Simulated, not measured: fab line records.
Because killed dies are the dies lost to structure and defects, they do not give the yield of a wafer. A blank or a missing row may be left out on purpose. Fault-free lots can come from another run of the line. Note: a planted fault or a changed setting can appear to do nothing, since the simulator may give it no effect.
Which of the tools did it? || flow sky130 || 14 lots with 42 wafers sampled at 4 steps, on a route of 708 steps

== WHAT EACH GAUGE READ, for each wafer ==
SKY_FIELD_ISO_THK_MEAS_04.
{"lot": "L936", "measured": "day 1 14:18", "on": "film-metro-01", "FIELD_ISO_CVD_03_THK (nm)": "163.2 164.6 163.9"}
{"lot": "L937", "measured": "day 1 18:35", "on": "film-metro-03", "FIELD_ISO_CVD_03_THK (nm)": "166.1 166.5 166.0"}
{"lot": "L939", "measured": "day 2 05:15", "on": "film-metro-01", "FIELD_ISO_CVD_03_THK (nm)": "166.5 165.9 166.2"}
{"lot": "L941", "measured": "day 2 14:29", "on": "film-metro-03", "FIELD_ISO_CVD_03_THK (nm)": "162.9 164.4 163.4"}
{"lot": "L942", "measured": "day 2 21:08", "on": "film-metro-03", "FIELD_ISO_CVD_03_THK (nm)": "164.5 164.8 165.3"}
{"lot": "L943", "measured": "day 3 00:29", "on": "film-metro-02", "FIELD_ISO_CVD_03_THK (nm)": "164.8 163.1 164.7"}
{"lot": "L944", "measured": "day 3 07:06", "on": "film-metro-02", "FIELD_ISO_CVD_03_THK (nm)": "165.3 164.9 164.1"}
{"lot": "L945", "measured": "day 3 11:28", "on": "film-metro-01", "FIELD_ISO_CVD_03_THK (nm)": "164.2 164.5 164.4"}
{"lot": "L947", "measured": "day 3 20:58", "on": "film-metro-03", "FIELD_ISO_CVD_03_THK (nm)": "166.0 167.0 166.7"}
{"lot": "L948", "measured": "day 4 03:20", "on": "film-metro-03", "FIELD_ISO_CVD_03_THK (nm)": "163.6 164.0 162.2"}
{"lot": "L949", "measured": "day 4 07:31", "on": "film-metro-01", "FIELD_ISO_CVD_03_THK (nm)": "163.5 164.2 164.5"}
{"lot": "L955", "measured": "day 5 14:11", "on": "film-metro-02", "FIELD_ISO_CVD_03_THK (nm)": "164.0 164.9 162.9"}
{"lot": "L956", "measured": "day 5 19:07", "on": "film-metro-02", "FIELD_ISO_CVD_03_THK (nm)": "164.2 163.6 164.7"}
{"lot": "L958", "measured": "day 6 07:10", "on": "film-metro-02", "FIELD_ISO_CVD_03_THK (nm)": "164.5 164.5 165.0"}

SKY_VT_ADJUST_HVTR_CD_MEAS_07: the cd target is 380 nm.
{"lot": "L936", "measured": "day 9 11:20", "on": "cd-sem-01", "cd-nm (nm)": "379.4 378.1 378.1"}
{"lot": "L937", "measured": "day 9 15:13", "on": "cd-sem-01", "cd-nm (nm)": "378.8 379.0 377.9"}
{"lot": "L939", "measured": "day 10 06:57", "on": "cd-sem-02", "cd-nm (nm)": "379.5 379.6 379.7"}
{"lot": "L941", "measured": "day 10 22:53", "on": "cd-sem-02", "cd-nm (nm)": "383.9 383.2 382.2"}
{"lot": "L942", "measured": "day 11 04:22", "on": "cd-sem-02", "cd-nm (nm)": "380.4 378.7 379.0"}
{"lot": "L943", "measured": "day 11 16:24", "on": "cd-sem-01", "cd-nm (nm)": "379.8 381.5 380.4"}
{"lot": "L944", "measured": "day 11 22:42", "on": "cd-sem-01", "cd-nm (nm)": "378.8 380.2 382.3"}
{"lot": "L945", "measured": "day 12 06:54", "on": "cd-sem-02", "cd-nm (nm)": "383.4 384.7 384.0"}
{"lot": "L947", "measured": "day 12 19:12", "on": "cd-sem-02", "cd-nm (nm)": "382.4 382.1 382.3"}
{"lot": "L948", "measured": "day 13 02:40", "on": "cd-sem-02", "cd-nm (nm)": "381.5 379.7 377.8"}
{"lot": "L949", "measured": "day 13 08:37", "on": "cd-sem-02", "cd-nm (nm)": "381.0 381.8 381.8"}
{"lot": "L955", "measured": "day 15 07:35", "on": "cd-sem-01", "cd-nm (nm)": "378.7 376.7 377.8"}
{"lot": "L956", "measured": "day 15 21:29", "on": "cd-sem-02", "cd-nm (nm)": "379.8 379.4 380.6"}
{"lot": "L958", "measured": "day 16 14:56", "on": "cd-sem-01", "cd-nm (nm)": "381.3 380.7 381.9"}

== TOOL THAT RAN EACH LOT (tool first, then ch and the chambers of the sampled wafers, then the start) ==
{"lot": "L936", "SKY_FIELD_ISO_DEVELOP_12": "litho-track-03 ch 0, day 2 05:00", "SKY_FIELD_ISO_ETCH_17": "rie-si-01 ch 0,1,3, day 2 05:53"}
{"lot": "L937", "SKY_FIELD_ISO_DEVELOP_12": "litho-track-01 ch 0, day 2 08:00", "SKY_FIELD_ISO_ETCH_17": "rie-si-02 ch 0,2,3, day 2 09:19"}
{"lot": "L939", "SKY_FIELD_ISO_DEVELOP_12": "litho-track-02 ch 0, day 2 20:00", "SKY_FIELD_ISO_ETCH_17": "rie-si-01 ch 0,2,3, day 2 20:49"}
{"lot": "L941", "SKY_FIELD_ISO_DEVELOP_12": "litho-track-01 ch 0, day 3 06:00", "SKY_FIELD_ISO_ETCH_17": "rie-si-02 ch 0,2,3, day 3 06:34"}
{"lot": "L942", "SKY_FIELD_ISO_DEVELOP_12": "litho-track-01 ch 0, day 3 13:00", "SKY_FIELD_ISO_ETCH_17": "rie-si-01 ch 1,2,3, day 3 13:37"}
{"lot": "L943", "SKY_FIELD_ISO_DEVELOP_12": "litho-track-03 ch 0, day 3 16:00", "SKY_FIELD_ISO_ETCH_17": "rie-si-01 ch 0,2,3, day 3 17:08"}
{"lot": "L944", "SKY_FIELD_ISO_DEVELOP_12": "litho-track-02 ch 0, day 3 23:00", "SKY_FIELD_ISO_ETCH_17": "rie-si-02 ch 0,3, day 4 00:07"}
{"lot": "L945", "SKY_FIELD_ISO_DEVELOP_12": "litho-track-01 ch 0, day 4 03:00", "SKY_FIELD_ISO_ETCH_17": "rie-si-02 ch 0,3, day 4 04:10"}
{"lot": "L947", "SKY_FIELD_ISO_DEVELOP_12": "litho-track-01 ch 0, day 4 13:00", "SKY_FIELD_ISO_ETCH_17": "rie-si-01 ch 0,2,3, day 4 14:25"}
{"lot": "L948", "SKY_FIELD_ISO_DEVELOP_12": "litho-track-01 ch 0, day 4 20:00", "SKY_FIELD_ISO_ETCH_17": "rie-si-02 ch 0,1,2, day 4 21:16"}
{"lot": "L949", "SKY_FIELD_ISO_DEVELOP_12": "litho-track-01 ch 0, day 5 00:00", "SKY_FIELD_ISO_ETCH_17": "rie-si-02 ch 0,2, day 5 00:52"}
{"lot": "L955", "SKY_FIELD_ISO_DEVELOP_12": "litho-track-01 ch 0, day 6 08:00", "SKY_FIELD_ISO_ETCH_17": "rie-si-02 ch 0,1,2, day 6 08:34"}
{"lot": "L956", "SKY_FIELD_ISO_DEVELOP_12": "litho-track-01 ch 0, day 6 13:00", "SKY_FIELD_ISO_ETCH_17": "rie-si-01 ch 0,3, day 6 13:34"}
{"lot": "L958", "SKY_FIELD_ISO_DEVELOP_12": "litho-track-01 ch 0, day 7 03:00", "SKY_FIELD_ISO_ETCH_17": "rie-si-02 ch 1,2, day 7 03:38"}
- SKY_FIELD_ISO_DEVELOP_12: develop time 60 s.
- SKY_FIELD_ISO_ETCH_17: etches Si in HBr/Cl2/O2, target depth 342 nm, time 97.7 s.

== WHAT THE TOOLS THEMSELVES READ (means of the sampled wafers that have a number; where no wafer has one, the mark that the record gives instead) ==
SKY_FIELD_ISO_DEVELOP_12.
{"lot": "L936", "tool": "litho-track-03", "developer-temp-C (C)": 21.03}
{"lot": "L937", "tool": "litho-track-01", "developer-temp-C (C)": 21.03}
{"lot": "L939", "tool": "litho-track-02", "developer-temp-C (C)": 20.96}
{"lot": "L941", "tool": "litho-track-01", "developer-temp-C (C)": 21.01}
{"lot": "L942", "tool": "litho-track-01", "developer-temp-C (C)": 20.90}
{"lot": "L943", "tool": "litho-track-03", "developer-temp-C (C)": 20.89}
{"lot": "L944", "tool": "litho-track-02", "developer-temp-C (C)": 20.99}
{"lot": "L945", "tool": "litho-track-01", "developer-temp-C (C)": 21.05}
{"lot": "L947", "tool": "litho-track-01", "developer-temp-C (C)": 20.84}
{"lot": "L948", "tool": "litho-track-01", "developer-temp-C (C)": 21.00}
{"lot": "L949", "tool": "litho-track-01", "developer-temp-C (C)": 20.91}
{"lot": "L955", "tool": "litho-track-01", "developer-temp-C (C)": 19.99}
{"lot": "L956", "tool": "litho-track-01", "developer-temp-C (C)": 20.05}
{"lot": "L958", "tool": "litho-track-01", "developer-temp-C (C)": 20.30}

SKY_FIELD_ISO_ETCH_17.
{"lot": "L936", "tool": "rie-si-01", "O2_flow_sccm (sccm)": 5.990, "drypump-motor-current-A (A)": 5.4, "oes-product-au (a.u.)": 1.000, "throttle-valve-pct (%)": 25.660}
{"lot": "L937", "tool": "rie-si-02", "O2_flow_sccm (sccm)": 6.022, "drypump-motor-current-A (A)": 5.4, "oes-product-au (a.u.)": 1.001, "throttle-valve-pct (%)": 25.649}
{"lot": "L939", "tool": "rie-si-01", "O2_flow_sccm (sccm)": 6.011, "drypump-motor-current-A (A)": 5.0, "oes-product-au (a.u.)": 1.007, "throttle-valve-pct (%)": 25.649}
{"lot": "L941", "tool": "rie-si-02", "O2_flow_sccm (sccm)": 6.019, "drypump-motor-current-A (A)": 5.4, "oes-product-au (a.u.)": 1.004, "throttle-valve-pct (%)": 25.653}
{"lot": "L942", "tool": "rie-si-01", "O2_flow_sccm (sccm)": 5.994, "drypump-motor-current-A (A)": 5.3, "oes-product-au (a.u.)": 1.001, "throttle-valve-pct (%)": 25.663}
{"lot": "L943", "tool": "rie-si-01", "O2_flow_sccm (sccm)": 6.006, "drypump-motor-current-A (A)": 5.0, "oes-product-au (a.u.)": 0.994, "throttle-valve-pct (%)": 25.653}
{"lot": "L944", "tool": "rie-si-02", "O2_flow_sccm (sccm)": 5.997, "drypump-motor-current-A (A)": 5.5, "oes-product-au (a.u.)": 1.001, "throttle-valve-pct (%)": 25.654}
{"lot": "L945", "tool": "rie-si-02", "O2_flow_sccm (sccm)": 6.003, "drypump-motor-current-A (A)": 5.4, "oes-product-au (a.u.)": 0.991, "throttle-valve-pct (%)": 25.659}
{"lot": "L947", "tool": "rie-si-01", "O2_flow_sccm (sccm)": 6.010, "drypump-motor-current-A (A)": 5.0, "oes-product-au (a.u.)": 0.994, "throttle-valve-pct (%)": 25.660}
{"lot": "L948", "tool": "rie-si-02", "O2_flow_sccm (sccm)": 5.991, "drypump-motor-current-A (A)": 5.6, "oes-product-au (a.u.)": 0.997, "throttle-valve-pct (%)": 25.647}
{"lot": "L949", "tool": "rie-si-02", "O2_flow_sccm (sccm)": 6.010, "drypump-motor-current-A (A)": 5.4, "oes-product-au (a.u.)": 0.999, "throttle-valve-pct (%)": 25.656}
{"lot": "L955", "tool": "rie-si-02", "O2_flow_sccm (sccm)": 6.023, "drypump-motor-current-A (A)": 5.7, "oes-product-au (a.u.)": 1.003, "throttle-valve-pct (%)": 25.658}
{"lot": "L956", "tool": "rie-si-01", "O2_flow_sccm (sccm)": 6.005, "drypump-motor-current-A (A)": 5.1, "oes-product-au (a.u.)": 1.006, "throttle-valve-pct (%)": 25.661}
{"lot": "L958", "tool": "rie-si-02", "O2_flow_sccm (sccm)": 6.005, "drypump-motor-current-A (A)": 5.5, "oes-product-au (a.u.)": 1.009, "throttle-valve-pct (%)": 25.647}

== THE ANSWER, worked out from the rows above alone ==
Rule: usual is defined by the lots themselves. The widest of any qualifying gaps counts: lots, ordered by their means at a reading, are off when they make up no more than a third of the lots, leave a main group of 4 or more, and stand apart from it by 3 or more times the standard deviation of that group's means. A main group whose means are all the same, to the digits that the tables above print for the reading, isn't used. A lot without any number at a reading at which 4 lots or more have one is off too. Where the step has rows for the other lots, those lots are counted as sound. After the gauges, taken in route order, come the tools' own readings; for these a lot's mean is taken, as printed above. At the first step where some lot is off, the reading lying furthest off is the one used; lots without a number count as furthest.
Off, at SKY_FIELD_ISO_DEVELOP_12 on developer-temp-C: L955, L956, L958. For the main group the mean is 20.96 C and the standard deviation 0.066.
A tool fits if, at that step or a process step before it, it ran every lot that is off, and no sound lot after the first of them. One candidate fits, namely litho-track-01 at SKY_FIELD_ISO_DEVELOP_12. A fault onset in the window from L949 (day 5 00:00, its last sound lot) to L955 (day 6 08:00, its first lot off) fits.
On the lots that are off, the tool's own readings at SKY_FIELD_ISO_DEVELOP_12 differ by more than 5 times the standard deviation of the sound lots' means, which bears it out; developer-temp-C reads 20.11 C there versus 20.96 C on the sound lots.

== WHAT THE SIMULATOR HAD PUT IN ==
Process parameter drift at SKY_FIELD_ISO_DEVELOP_12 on litho-track-01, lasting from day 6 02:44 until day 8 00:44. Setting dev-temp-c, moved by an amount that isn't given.
Lots struck among those shown: L955, L956, L958. This agrees with what the rule above found.
